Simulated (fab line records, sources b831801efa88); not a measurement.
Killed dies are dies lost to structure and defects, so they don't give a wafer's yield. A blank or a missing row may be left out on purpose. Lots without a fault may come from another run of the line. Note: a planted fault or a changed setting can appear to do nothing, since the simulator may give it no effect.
fab line records ; flow sfq-line
[record] lots = 6; wafers = 18; last-day = 91
route steps=325 shown INCOMING@1 L0@3 L0V@16 M0@28 M8@325
lots that met no fault: taken from a fault-free run of the same line
start-h: hours from the record's opening day to when the first of the lot's shown wafers began ; wait-h: hours since the lot's step before ; " unchanged from the row above ; L1.1+2: several wafers, shown together as one row ; - either no value or no given start ; * or withheld: withheld ; < > ~ a bound
route shown NAME@n: NAME is a module with steps in the file, n the number in the route of the first one ; usual: the fault-free wafers' mean and standard deviation ; same: alike in all rows ; chamber/n: place in a boat ; sites: readings site by site ; _std_site: how widely they spread, as a standard deviation ; _edge_site: outer sites' mean less inner sites' ; radius-mm: how far each site lies from the wafer's centre ; mask NAME#n: copy n ; behind: the tool/chamber that last shaped the wafer ; hold: why the lot was held/for how many hours/how that ended ; device: names the non-switching transistor (n, p or np) ; end of line: the same wafers' tests at the end of the route ; a step without rows: its recipe alone ; killed: dies lost to structure and defects at the first sort, not the wafer's yield ; map: a wafer's dies, marking killed ones x, the rest . and places with no die _
set.NAME: the setting as run; set.NAME@STEP: as run at that earlier step ; model.NAME: the simulator's own value behind a step, which no gauge read
lots at some steps of the route; a table a step, a row a wafer
services: the hour from which a tool's chamber was out of use, counted from the record's first day as start-h (under 0 if before that day), plus the number of hours and why
[[steps]]
[step SFQ_INCOMING_BOW_MEAS_900]
[recipe] mode = bow
[usual] INCOMING_BOW = 0/6.6
lot.wafer;tool;chamber;start-h;wait-h;INCOMING_BOW[um]
L875.2;film-metro-02;-;15.02;-;-2
L875.3;film-metro-02;-;15.02;-;-4
L875.5;film-metro-02;-;15.02;-;2
L878.1;film-metro-01;-;30.00;-;0
L878.2;film-metro-01;-;30.00;-;3
L878.4;film-metro-01;-;30.00;-;-7
L879.4;film-metro-03;-;35.06;-;-13
L879.5;film-metro-03;-;35.06;-;-7
L879.6;film-metro-03;-;35.06;-;-3
L892.1;film-metro-02;-;100.00;-;-12
L892.2;film-metro-02;-;100.00;-;-8
L892.3;film-metro-02;-;100.00;-;2
L895.2;film-metro-02;-;115.02;-;0
L895.3;film-metro-02;-;115.02;-;-4
L895.4;film-metro-02;-;115.02;-;7
L897.1;film-metro-02;-;125.00;-;-1
L897.3;film-metro-02;-;125.00;-;7
L897.6;film-metro-02;-;125.00;-;-9
[step SFQ_TRILAYER_INCOMING_OXIDATION_002]
[recipe] temp-c = 1000; ambient = H2O; target-thk-a = 5000; p-h2o-torr = 720; ox-time-s = 4939
[step SFQ_TRILAYER_L0_DEP_SPUTTER_003]
[recipe] material = MoNx_KI; base-pressure-pa = 1.33e-06; target-thk-nm = 40; power-w = 800; time-s = 100; chamber-pressure-pa = 0.4
[step SFQ_L0_RS_MEAS_901]
[recipe] thk-meas-gauge = four-point-probe; reads = MoNx_KI_of_TRILAYER_L0_DEP_SPUTTER_003
[usual] L0_MONX_KI_RS = 43.5/0.49
lot.wafer;tool;chamber;start-h;wait-h;L0_MONX_KI_RS[ohm/sq]
L875.2;film-metro-02;-;17.58;0.1;43.3
L875.3;film-metro-02;-;17.58;0.1;43.8
L875.5;film-metro-02;-;17.58;0.1;43.9
L878.1;film-metro-03;-;32.56;0.0;43.8
L878.2;film-metro-03;-;32.56;0.0;44.0
L878.4;film-metro-03;-;32.56;0.0;43.7
L879.4;film-metro-04;-;37.62;0.1;44.0
L879.5;film-metro-04;-;37.62;0.1;44.3
L879.6;film-metro-04;-;37.62;0.1;44.4
L892.1;film-metro-02;-;102.56;0.0;43.7
L892.2;film-metro-02;-;102.56;0.0;43.3
L892.3;film-metro-02;-;102.56;0.0;43.8
L895.2;film-metro-02;-;117.58;0.1;44.3
L895.3;film-metro-02;-;117.58;0.1;44.5
L895.4;film-metro-02;-;117.58;0.1;44.2
L897.1;film-metro-02;-;127.56;0.0;43.0
L897.3;film-metro-02;-;127.56;0.0;42.8
L897.6;film-metro-02;-;127.56;0.0;42.5
[step SFQ_L0_THK_MEAS_902]
[recipe] thk-meas-gauge = xrf; reads = MoNx_KI_of_TRILAYER_L0_DEP_SPUTTER_003
[usual] L0_MONX_KI_THK = 40.2/0.46
lot.wafer;tool;chamber;start-h;wait-h;L0_MONX_KI_THK[nm]
L875.2;film-metro-02;-;17.69;0.1;40.2
L875.3;film-metro-02;-;17.69;0.1;39.7
L875.5;film-metro-02;-;17.69;0.1;39.9
L878.1;film-metro-03;-;32.68;0.1;39.6
L878.2;film-metro-03;-;32.68;0.1;39.8
L878.4;film-metro-03;-;32.68;0.1;39.8
L879.4;film-metro-04;-;37.71;0.1;39.9
L879.5;film-metro-04;-;37.71;0.1;39.7
L879.6;film-metro-04;-;37.71;0.1;39.2
L892.1;film-metro-02;-;102.68;0.1;39.8
L892.2;film-metro-02;-;102.68;0.1;40.2
L892.3;film-metro-02;-;102.68;0.1;39.6
L895.2;film-metro-02;-;117.69;0.1;39.4
L895.3;film-metro-02;-;117.69;0.1;39.3
L895.4;film-metro-02;-;117.69;0.1;39.4
L897.1;film-metro-02;-;127.68;0.1;40.7
L897.3;film-metro-02;-;127.68;0.1;40.7
L897.6;film-metro-02;-;127.68;0.1;41.0
[step SFQ_TRILAYER_L0_LITHO_COAT_010]
[recipe] resist = BARC; spin-rpm = 3000; resist-thk-nm = 62
[step SFQ_TRILAYER_L0_LITHO_COAT_005]
[recipe] resist = KrF; spin-rpm = 3000; resist-thk-nm = 600
[step SFQ_TRILAYER_L0_LITHO_SOFTBAKE_009]
[recipe] temp-c = withheld; time-s = withheld; resist = KrF
[step SFQ_TRILAYER_L0_LITHO_EXPOSE_006]
[recipe] mask-id = L0; na = 0.6; source-shape = conventional; sigma-outer = 0.65; target-cd-nm = 2000; dose-mj = 14.4
[step SFQ_TRILAYER_L0_LITHO_PEB_008]
[recipe] peb-temp-c = 115; peb-time-s = 60; resist = KrF
[step SFQ_TRILAYER_L0_LITHO_DEVELOP_007]
[recipe] time-s = 60; resist = KrF
[step SFQ_TRILAYER_L0_BARC_OPEN_METAL_ETCH_010]
[recipe] mask-material = PR; chemistry = O2; target-depth-nm = 125; target = BARC; icp-w = 600; bias-w = 80; pressure-mtorr = 10; time-s = 41.7
[step SFQ_TRILAYER_L0_ETCH_METAL_ETCH_008]
[recipe] target = MoNx_KI; stop-on = SiO2; mask-material = PR; chemistry = SF6/O2; target-depth-nm = 50; icp-w = 600; bias-w = 80; pressure-mtorr = 10; time-s = 25
[usual] bias-w = 79.95/0.24; chamber-pressure-mTorr = 10.001/0.0086; drypump-motor-current-A = 6.1/0.45; oes-product-au = 0.873/0.007
lot.wafer;tool;chamber;start-h;wait-h;bias-w;chamber-pressure-mTorr;drypump-motor-current-A;oes-product-au;rf-hours-counter-h;model.KrF_of_TRILAYER_L0_LITHO_COAT_005.thk-nm
L875.2;rie-metal-01;0;86.01;0.0;80.10;9.998;5.4;0.873;94;479.9
L875.3;rie-metal-01;0;86.01;0.0;80.10;10.002;5.4;0.877;-;480.3
L875.5;rie-metal-01;0;86.01;0.0;80.06;10.001;5.3;0.863;-;478.7
L878.1;rie-metal-01;0;105.21;0.0;-;-;-;-;-;523.2
L878.2;rie-metal-01;1;105.21;0.0;-;-;-;-;-;523.9
L878.4;rie-metal-01;0;105.21;0.0;-;-;-;-;-;523.7
L879.4;rie-metal-02;0;110.02;0.0;-;-;-;-;-;522.4
L879.5;rie-metal-02;0;110.02;0.0;-;-;-;-;-;523.5
L879.6;rie-metal-02;1;110.02;0.0;-;-;-;-;-;524
L892.1;rie-metal-04;1;170.25;0.0;79.84;9.991;6.6;0.873;124;483.2
L892.2;rie-metal-04;0;170.25;0.0;79.71;10.011;6.4;0.878;113;481.3
L892.3;rie-metal-04;0;170.25;0.0;79.76;9.999;6.5;0.874;-;481.4
L895.2;rie-metal-04;0;188.33;0.1;80.08;10.011;6.4;0.866;-;479.7
L895.3;rie-metal-04;0;188.33;0.1;80.01;10.000;6.4;0.862;-;479.8
L895.4;rie-metal-04;0;188.33;0.1;79.98;10.011;6.4;0.860;-;480.9
L897.1;rie-metal-04;1;208.85;0.0;79.72;9.993;6.6;0.882;127;484.1
L897.3;rie-metal-04;0;208.85;0.0;80.04;9.996;6.5;0.878;-;480.3
L897.6;rie-metal-04;1;208.85;0.0;80.21;9.997;6.6;0.888;-;482.4
[step SFQ_TRILAYER_L0_STRIP_STRIP_009]
[recipe] gas = O2; power-w = 200; platen-temp-c = 40; overash-fraction = 0.65; chemistry = O2; pressure-mtorr = 50
[step SFQ_TRILAYER_L0_STRIP_SOLV_CLEAN_010]
[recipe] chemistry = NMP; temp-c = 70; time-s = 600
[step SFQ_TRILAYER_L0_CAP_PECVD_011]
[recipe] material = SiO2; temp-c = 150; time-s = 13.333; pressure-torr = 2.4; rf-w = 183.3; precursor = SiH4/N2O; target-thk-nm = 60
[usual] heater-power-outer-w = 36/10; heater-power-w = 93/15; throttle-valve-pct = 24.6/1
lot.wafer;tool;chamber;start-h;wait-h;heater-power-outer-w;heater-power-w;since-wet-clean-h;throttle-valve-pct
L875.2;pecvd-02;0;86.83;0.0;45;114;1001;25.8
L875.3;pecvd-02;2;86.83;0.0;52;115;1001;24.8
L875.5;pecvd-02;2;86.83;0.0;54;113;-;24.6
L878.1;pecvd-02;2;106.03;0.0;47;102;1020;24.7
L878.2;pecvd-02;0;106.03;0.0;43;109;1020;25.7
L878.4;pecvd-02;2;106.03;0.0;45;102;-;24.8
L879.4;pecvd-02;0;110.84;0.0;38;100;-;26.0
L879.5;pecvd-02;2;110.84;0.0;50;110;-;24.9
L879.6;pecvd-02;0;110.84;0.0;39;99;-;25.7
L892.1;pecvd-04;2;171.07;0.0;35;93;332;23.0
L892.2;pecvd-04;0;171.07;0.0;32;90;332;22.8
L892.3;pecvd-04;1;171.07;0.0;31;81;332;23.4
L895.2;pecvd-02;1;189.80;0.0;42;95;1104;25.2
L895.3;pecvd-02;0;189.80;0.0;46;114;1104;25.9
L895.4;pecvd-02;2;189.80;0.0;52;115;-;24.8
L897.1;pecvd-02;1;209.67;0.0;41;95;1124;25.2
L897.3;pecvd-02;0;209.67;0.0;44;109;1124;26.2
L897.6;pecvd-02;1;209.67;0.0;42;95;-;25.1
[step SFQ_TRILAYER_L0_VIA_LITHO_COAT_018]
[recipe] resist = BARC; spin-rpm = 3000; resist-thk-nm = 62
[step SFQ_TRILAYER_L0_VIA_LITHO_COAT_013]
[recipe] resist = KrF; spin-rpm = 3000; resist-thk-nm = 650
[step SFQ_TRILAYER_L0_VIA_LITHO_SOFTBAKE_017]
[recipe] temp-c = withheld; time-s = withheld; resist = KrF
[step SFQ_TRILAYER_L0_VIA_LITHO_EXPOSE_014]
[recipe] mask-id = L0V; na = 0.6; source-shape = conventional; sigma-outer = 0.65; target-cd-nm = 700; dose-mj = 21.3
[step SFQ_TRILAYER_L0_VIA_LITHO_PEB_016]
[recipe] peb-temp-c = 115; peb-time-s = 60; resist = KrF
[step SFQ_TRILAYER_L0_VIA_LITHO_DEVELOP_015]
[recipe] time-s = 60; resist = KrF
[step SFQ_L0V_OVL_MEAS_903]
[usual] L0V_OVL = -1/6
lot.wafer;tool;chamber;start-h;wait-h;L0V_OVL[nm]
L875.2;overlay-02;-;150.33;0.1;4
L875.3;overlay-02;-;150.33;0.1;6
L875.5;overlay-02;-;150.33;0.1;5
L878.1;overlay-02;-;172.59;0.1;11
L878.2;overlay-02;-;172.59;0.1;14
L878.4;overlay-02;-;172.59;0.1;10
L879.4;overlay-01;-;177.41;0.1;-4
L879.5;overlay-01;-;177.41;0.1;4
L879.6;overlay-01;-;177.41;0.1;3
L892.1;overlay-01;-;273.39;0.1;1
L892.2;overlay-01;-;273.39;0.1;-5
L892.3;overlay-01;-;273.39;0.1;4
L895.2;overlay-01;-;298.60;0.1;-3
L895.3;overlay-01;-;298.60;0.1;-4
L895.4;overlay-01;-;298.60;0.1;-4
L897.1;overlay-01;-;321.18;0.1;0
L897.3;overlay-01;-;321.18;0.1;1
L897.6;overlay-01;-;321.18;0.1;4
[step SFQ_TRILAYER_L0_VIA_BARC_OPEN_VIA_ETCH_021]
[recipe] mask-material = PR; chemistry = O2; target-depth-nm = 125; target = BARC; source-w = 500; bias-w = 80; pressure-mtorr = 30; time-s = 41.7
[usual] bias-w = 79.98/0.24; chamber-pressure-mTorr = 29.996/0.027; drypump-motor-current-A = 5.6/0.43; oes-product-au = 0.686/0.0047
lot.wafer;tool;chamber;start-h;wait-h;bias-w;chamber-pressure-mTorr;drypump-motor-current-A;oes-product-au;rf-hours-counter-h
L875.2;rie-diel-02;3;150.36;0.0;79.64;29.977;6.2;0.687;34
L875.3;rie-diel-02;0;150.36;0.0;80.05;30.021;5.9;0.679;138
L875.5;rie-diel-02;0;150.36;0.0;80.08;29.984;5.9;0.688;-
L878.1;rie-diel-03;2;172.63;0.0;80.16;29.941;4.7;0.689;138
L878.2;rie-diel-03;3;172.63;0.0;79.65;29.965;5.8;0.693;30
L878.4;rie-diel-03;0;172.63;0.0;79.69;30.012;5.6;0.688;111
L879.4;rie-diel-02;0;177.45;0.0;80.19;29.991;5.9;0.688;-
L879.5;rie-diel-02;1;177.45;0.0;80.07;29.968;5.2;0.689;-
L879.6;rie-diel-02;3;177.45;0.0;79.88;30.049;6.2;0.684;-
L892.1;rie-diel-02;3;273.43;0.0;80.31;29.983;6.2;0.690;36
L892.2;rie-diel-02;2;273.43;0.0;80.05;29.959;5.9;0.687;1
L892.3;rie-diel-02;1;273.43;0.0;79.41;29.989;5.1;0.684;88
L895.2;rie-diel-03;3;298.63;0.0;79.98;29.970;5.8;0.685;33
L895.3;rie-diel-03;2;298.63;0.0;80.20;30.004;4.7;0.690;0
L895.4;rie-diel-03;3;298.63;0.0;79.78;30.023;5.7;0.688;-
L897.1;rie-diel-03;2;321.22;0.0;80.27;29.994;4.7;0.687;1
L897.3;rie-diel-03;0;321.22;0.0;80.32;30.006;5.5;0.681;114
L897.6;rie-diel-03;3;321.22;0.0;79.99;29.974;5.7;0.683;-
[step SFQ_TRILAYER_L0_VIA_ETCH_VIA_ETCH_016]
[recipe] target = SiO2; stop-on = MoNx_KI; mask-material = PR; chemistry = CHF3; target-depth-nm = 80; source-w = 500; bias-w = 80; pressure-mtorr = 30; time-s = withheld
[step SFQ_TRILAYER_L0_VIA_STRIP_STRIP_017]
[recipe] gas = O2; power-w = 200; platen-temp-c = 40; overash-fraction = 0.65; chemistry = O2; pressure-mtorr = 50
[usual] drypump-motor-current-A = 5.8/0.35; oes-product-au = 0.999/0.0072
lot.wafer;tool;chamber;start-h;wait-h;drypump-motor-current-A;oes-product-au;rf-hours-counter-h
L875.2;rie-metal-01;1;150.44;-;5.6;1.001;14
L875.3;rie-metal-01;1;150.44;-;5.6;1.000;-
L875.5;rie-metal-01;1;150.44;-;5.6;0.998;-
L878.1;rie-metal-01;1;172.72;-;5.6;0.993;16
L878.2;rie-metal-01;0;172.72;-;5.4;0.996;107
L878.4;rie-metal-01;1;172.72;-;5.6;0.986;-
L879.4;rie-metal-01;0;177.72;-;5.4;0.995;-
L879.5;rie-metal-01;0;177.72;-;5.4;0.993;-
L879.6;rie-metal-01;1;177.72;-;5.6;1.004;-
L892.1;rie-metal-01;1;273.52;-;5.6;0.994;32
L892.2;rie-metal-01;0;273.52;-;5.4;0.997;122
L892.3;rie-metal-01;0;273.52;-;5.4;1.006;-
L895.2;rie-metal-03;1;298.72;-;6.0;1.008;16
L895.3;rie-metal-03;0;298.72;-;6.3;1.002;-
L895.4;rie-metal-03;1;298.72;-;6.0;1.010;-
L897.1;rie-metal-01;0;321.31;-;5.4;1.006;131
L897.3;rie-metal-01;0;321.31;-;5.4;1.006;-
L897.6;rie-metal-01;0;321.31;-;5.4;1.001;-
[step SFQ_TRILAYER_L0_VIA_STRIP_SOLV_CLEAN_018]
[recipe] chemistry = NMP; temp-c = 70; time-s = 600
[step SFQ_TRILAYER_M0_DEP_PRE_CLEAN_020]
[recipe] gas = Ar; time-s = 15; bias-v = 250
[step SFQ_TRILAYER_M0_DEP_SPUTTER_019]
[recipe] material = Nb; base-pressure-pa = 1.33e-06; chamber-pressure-pa = 0.1333; substrate-temp-c = 20; resputter-cathode-voltage-v = 400; target-thk-nm = 200; power-w = 2000; time-s = 133.3
[usual] substrate-temp-c = 20.00/0.1; throttle-valve-pct = 30.0/0.84
lot.wafer;tool;chamber;start-h;wait-h;substrate-temp-c;throttle-valve-pct
L875.2;pvd-sputter-06;-;151.24;0.0;19.93;30.3
L875.3;pvd-sputter-06;-;151.24;0.0;20.15;30.0
L875.5;pvd-sputter-06;-;151.24;0.0;20.00;30.0
L878.1;pvd-sputter-06;-;173.52;0.0;20.08;30.2
L878.2;pvd-sputter-06;-;173.52;0.0;19.86;29.1
L878.4;pvd-sputter-06;-;173.52;0.0;20.08;29.8
L879.4;pvd-sputter-06;-;178.32;0.0;19.95;28.8
L879.5;pvd-sputter-06;-;178.32;0.0;20.10;28.9
L879.6;pvd-sputter-06;-;178.32;0.0;19.99;30.2
L892.1;pvd-sputter-06;-;274.33;0.0;20.07;30.4
L892.2;pvd-sputter-06;-;274.33;0.0;19.97;30.3
L892.3;pvd-sputter-06;-;274.33;0.0;19.93;29.3
L895.2;pvd-sputter-05;-;299.52;0.0;19.83;29.4
L895.3;pvd-sputter-05;-;299.52;0.0;19.92;30.0
L895.4;pvd-sputter-05;-;299.52;0.0;20.19;29.1
L897.1;pvd-sputter-06;-;322.11;0.0;19.90;29.2
L897.3;pvd-sputter-06;-;322.11;0.0;19.99;30.2
L897.6;pvd-sputter-06;-;322.11;0.0;20.00;30.2
[step SFQ_M0_RS_MEAS_904]
[recipe] thk-meas-gauge = four-point-probe; reads = Nb_of_TRILAYER_M0_DEP_SPUTTER_019
[usual] M0_NB_RS = 0.888/0.0088
lot.wafer;tool;chamber;start-h;wait-h;M0_NB_RS[ohm/sq]
L875.2;film-metro-03;-;151.35;0.1;0.880
L875.3;film-metro-03;-;151.35;0.1;0.889
L875.5;film-metro-03;-;151.35;0.1;0.885
L878.1;film-metro-04;-;173.61;0.0;0.896
L878.2;film-metro-04;-;173.61;0.0;0.892
L878.4;film-metro-04;-;173.61;0.0;0.899
L879.4;film-metro-01;-;178.47;0.1;0.879
L879.5;film-metro-01;-;178.47;0.1;0.874
L879.6;film-metro-01;-;178.47;0.1;0.881
L892.1;film-metro-01;-;274.42;0.0;0.866
L892.2;film-metro-01;-;274.42;0.0;0.883
L892.3;film-metro-01;-;274.42;0.0;0.874
L895.2;film-metro-01;-;299.63;0.1;0.891
L895.3;film-metro-01;-;299.63;0.1;0.895
L895.4;film-metro-01;-;299.63;0.1;0.892
L897.1;film-metro-03;-;322.20;0.0;0.885
L897.3;film-metro-03;-;322.20;0.0;0.882
L897.6;film-metro-03;-;322.20;0.0;0.892
[step SFQ_TRILAYER_M0_LITHO_COAT_026]
[recipe] resist = BARC; spin-rpm = 3000; resist-thk-nm = 62
[step SFQ_TRILAYER_M0_LITHO_COAT_021]
[recipe] resist = KrF; spin-rpm = 3000; resist-thk-nm = 600
[step SFQ_TRILAYER_M0_LITHO_SOFTBAKE_025]
[recipe] temp-c = withheld; time-s = withheld; resist = KrF
[step SFQ_TRILAYER_M0_LITHO_EXPOSE_022]
[recipe] mask-id = M0; na = 0.6; source-shape = conventional; sigma-outer = 0.65; target-cd-nm = 500; dose-mj = 14.4
[step SFQ_TRILAYER_M0_LITHO_PEB_024]
[recipe] peb-temp-c = 115; peb-time-s = 60; resist = KrF
[step SFQ_TRILAYER_M0_LITHO_DEVELOP_023]
[recipe] time-s = 60; resist = KrF
[step SFQ_M0_OVL_MEAS_906]
[usual] M0_OVL = -1/4.1
lot.wafer;tool;chamber;start-h;wait-h;M0_OVL[nm]
L875.2;overlay-02;-;249.40;0.1;1
L875.3;overlay-02;-;249.40;0.1;-4
L875.5;overlay-02;-;249.40;0.1;-6
L878.1;overlay-02;-;279.39;0.1;3
L878.2;overlay-02;-;279.39;0.1;-7
L878.4;overlay-02;-;279.39;0.1;2
L879.4;overlay-01;-;286.61;0.1;6
L879.5;overlay-01;-;286.61;0.1;0
L879.6;overlay-01;-;286.61;0.1;3
L892.1;overlay-02;-;397.98;0.1;-3
L892.2;overlay-02;-;397.98;0.1;5
L892.3;overlay-02;-;397.98;0.1;4
L895.2;overlay-01;-;429.32;0.1;-6
L895.3;overlay-01;-;429.32;0.1;-3
L895.4;overlay-01;-;429.32;0.1;1
L897.1;overlay-02;-;458.40;0.1;-5
L897.3;overlay-02;-;458.40;0.1;-3
L897.6;overlay-02;-;458.40;0.1;0
[step SFQ_TRILAYER_M0_BARC_OPEN_METAL_ETCH_031]
[recipe] mask-material = PR; chemistry = O2; target-depth-nm = 125; target = BARC; icp-w = 600; bias-w = 80; pressure-mtorr = 10; time-s = 41.7
[step SFQ_TRILAYER_M0_ETCH_METAL_ETCH_024]
[recipe] target = Nb; stop-on = SiO2; mask-material = PR; chemistry = Cl2/Ar; target-depth-nm = 240; icp-w = 600; bias-w = 80; pressure-mtorr = 10; time-s = 120
[step SFQ_TRILAYER_M0_STRIP_STRIP_025]
[recipe] gas = O2; power-w = 200; platen-temp-c = 40; overash-fraction = 0.65; chemistry = O2; pressure-mtorr = 50
[usual] drypump-motor-current-A = 6.1/0.41; oes-product-au = 1.001/0.0076
lot.wafer;tool;chamber;start-h;wait-h;drypump-motor-current-A;oes-product-au;rf-hours-counter-h
L875.2;rie-metal-03;0;249.61;0.1;6.4;1.005;22
L875.3;rie-metal-03;1;249.61;0.1;6.1;1.008;-
L875.5;rie-metal-03;1;249.61;0.1;6.1;1.003;-
L878.1;rie-metal-04;0;279.61;0.1;6.5;1.016;133
L878.2;rie-metal-04;1;279.61;0.1;6.6;0.989;140
L878.4;rie-metal-04;1;279.61;0.1;6.6;0.995;-
L879.4;rie-metal-03;0;287.01;0.2;6.3;1.007;-
L879.5;rie-metal-03;0;287.01;0.2;6.3;1.011;-
L879.6;rie-metal-03;1;287.01;0.2;6.1;1.003;-
L892.1;rie-metal-04;0;398.21;0.1;6.5;1.005;148
L892.2;rie-metal-04;1;398.21;0.1;6.6;0.992;157
L892.3;rie-metal-04;0;398.21;0.1;6.5;1.004;-
L895.2;rie-metal-01;1;429.53;0.1;5.6;0.999;54
L895.3;rie-metal-01;0;429.53;0.1;5.3;0.999;-
L895.4;rie-metal-01;1;429.53;0.1;5.6;1.005;-
L897.1;rie-metal-04;0;458.62;0.1;6.5;1.006;157
L897.3;rie-metal-04;1;458.62;0.1;6.6;0.992;-
L897.6;rie-metal-04;1;458.62;0.1;6.6;0.990;-
[step SFQ_TRILAYER_M0_STRIP_SOLV_CLEAN_026]
[recipe] chemistry = NMP; temp-c = 70; time-s = 600
[step SFQ_M8_BOW_MEAS_951]
[recipe] mode = bow
[usual] M8_BOW = 9/9.5
lot.wafer;tool;chamber;start-h;wait-h;M8_BOW[um];model.etest.l0.comb-log10-ohm
L875.2;film-metro-04;-;1991.97;0.0;1;12
L875.3;film-metro-04;-;1991.97;0.0;2;12
L875.5;film-metro-04;-;1991.97;0.0;6;12
L878.1;film-metro-02;-;2016.10;0.0;12;0
L878.2;film-metro-02;-;2016.10;0.0;13;0
L878.4;film-metro-02;-;2016.10;0.0;5;0
L879.4;film-metro-04;-;2108.26;0.1;2;0
L879.5;film-metro-04;-;2108.26;0.1;8;0
L879.6;film-metro-04;-;2108.26;0.1;10;0
L892.1;film-metro-01;-;2176.14;0.0;4;12
L892.2;film-metro-01;-;2176.14;0.0;9;12
L892.3;film-metro-01;-;2176.14;0.0;18;12
L895.2;film-metro-02;-;2180.96;0.0;4;12
L895.3;film-metro-02;-;2180.96;0.0;2;12
L895.4;film-metro-02;-;2180.96;0.0;12;12
L897.1;film-metro-02;-;2183.34;0.0;-4;12
L897.3;film-metro-02;-;2183.34;0.0;4;12
L897.6;film-metro-02;-;2183.34;0.0;-11;12
[[services]]
tool;chamber;start-h;hours;kind
pecvd-02;-;70.12;0.5;repair
rie-diel-03;3;72.86;17.3;repair
pecvd-02;1;104.53;19.8;repair
pvd-sputter-06;-;121.06;3.0;repair
rie-metal-04;-;121.53;1.4;pm
rie-metal-03;-;140.86;2.8;pm
rie-metal-04;0;148.24;13.7;repair
rie-metal-04;1;179.79;14.2;repair
rie-diel-02;0;183.37;7.5;repair
rie-metal-03;-;189.08;0.1;repair
rie-metal-01;0;219.21;2.0;repair
rie-metal-01;-;247.81;2.8;pm
rie-diel-02;3;248.72;2.5;repair
rie-diel-03;1;290.12;8.9;repair
pvd-sputter-06;-;293.14;1.7;repair
rie-metal-04;0;294.62;6.7;repair
rie-diel-03;1;312.90;13.9;repair
rie-diel-02;2;316.40;25.0;repair
rie-diel-02;0;339.99;5.0;repair
rie-diel-02;3;348.25;4.5;repair
pecvd-02;-;357.12;6.0;pm
pecvd-02;-;367.51;5.5;pm
pecvd-02;2;380.22;3.8;repair
pecvd-02;-;381.36;2.8;pm
[[key]]
[first-sign] step = SFQ_TRILAYER_L0_ETCH_METAL_ETCH_008; reading = tool-record; direction = missing
effect none on later readings
[model-effect] step = SFQ_TRILAYER_L0_ETCH_METAL_ETCH_008; value = KrF_of_TRILAYER_L0_LITHO_COAT_005.thk-nm; without = 482.3; struck = 523.4
[model-effect] step = SFQ_M8_BOW_MEAS_951; value = etest.l0.comb-log10-ohm; without = 12; struck = 0
met-at SFQ_TRILAYER_L0_ETCH_METAL_ETCH_008
struck-wafers L878.1,L878.2,L878.4,L879.4,L879.5,L879.6
onset-between 86.01 105.21
[fault] kind = skipped-step-whole; tool = rie-metal-01,rie-metal-02; chamber = -; onset-h = 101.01; steps = SFQ_TRILAYER_L0_ETCH_METAL_ETCH_008; scope = struck-lots-only
